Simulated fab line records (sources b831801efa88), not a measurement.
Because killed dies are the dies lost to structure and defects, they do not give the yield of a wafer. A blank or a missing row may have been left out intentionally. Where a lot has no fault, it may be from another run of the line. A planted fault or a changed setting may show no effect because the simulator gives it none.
The tool behind it: which one? ; flow gf180mcu ; 33 wafers from 11 lots sampled at 2 of the route's 602 steps

## WHAT THE GAUGES READ, wafer by wafer
GF_CONTACT_THK_MEAS_01.
lot;measured;on;CONTACT_CVD_00_THK (nm)
L492;day 15 13:29;film metro-02;291.4 292.7 290.8
L493;day 16 00:45;film metro-03;291.3 294.3 288.5
L494;day 16 05:13;film metro-02;288.8 293.4 291.7
L496;day 16 22:59;film metro-01;289.5 290.9 291.6
L497;day 17 07:07;film metro-01;285.0 288.9 289.1
L498;day 17 21:33;film metro-02;289.1 285.1 286.4
L501;day 18 19:24;film metro-02;289.7 292.9 291.8
L504;day 19 19:42;film metro-01;290.7 289.6 293.9
L505;day 20 11:19;film metro-01;291.8 290.5 289.7
L506;day 20 17:58;film metro-01;283.5 285.7 283.5
L507;day 21 06:08;film metro-03;288.7 289.9 288.2

## EACH LOT AND THE TOOL THAT RAN IT (in order: tool; ch and the chambers of the sampled wafers; start)
lot;GF_SALICIDE_RTA_08
L492;rtp anneal-01 ch 0, day 15 13:21
L493;rtp anneal-01 ch 0, day 16 00:36
L494;rtp anneal-01 ch 0, day 16 05:05
L496;rtp anneal-01 ch 0, day 16 22:50
L497;rtp anneal-01 ch 0, day 17 06:59
L498;rtp anneal-02 ch 0, day 17 21:25
L501;rtp anneal-02 ch 0, day 18 19:16
L504;rtp anneal-02 ch 0, day 19 19:32
L505;rtp anneal-01 ch 0, day 20 11:11
L506;rtp anneal-01 ch 0, day 20 17:50
L507;rtp anneal-02 ch 0, day 21 05:59
- GF_SALICIDE_RTA_08: time 30 s.

## THE ANSWER, worked out from the rows above alone
Rule: what is usual is taken from the lots themselves. The widest of any qualifying gaps counts: lots, ordered by their means at a reading, are off when they make up no more than a third of the lots, leave a main group of 4 or more, and stand apart from it by 3 or more times the standard deviation of that group's means. A main group is skipped when, at the precision printed for the reading in the tables above, its means are all equal. Also off: a lot with no number at a reading for which 4 or more lots have one. The other lots that the step has rows for count as sound.
Across all readings shown, no lot is off: no conclusion can be drawn from this.

## WHAT THE SIMULATOR HAD PUT IN
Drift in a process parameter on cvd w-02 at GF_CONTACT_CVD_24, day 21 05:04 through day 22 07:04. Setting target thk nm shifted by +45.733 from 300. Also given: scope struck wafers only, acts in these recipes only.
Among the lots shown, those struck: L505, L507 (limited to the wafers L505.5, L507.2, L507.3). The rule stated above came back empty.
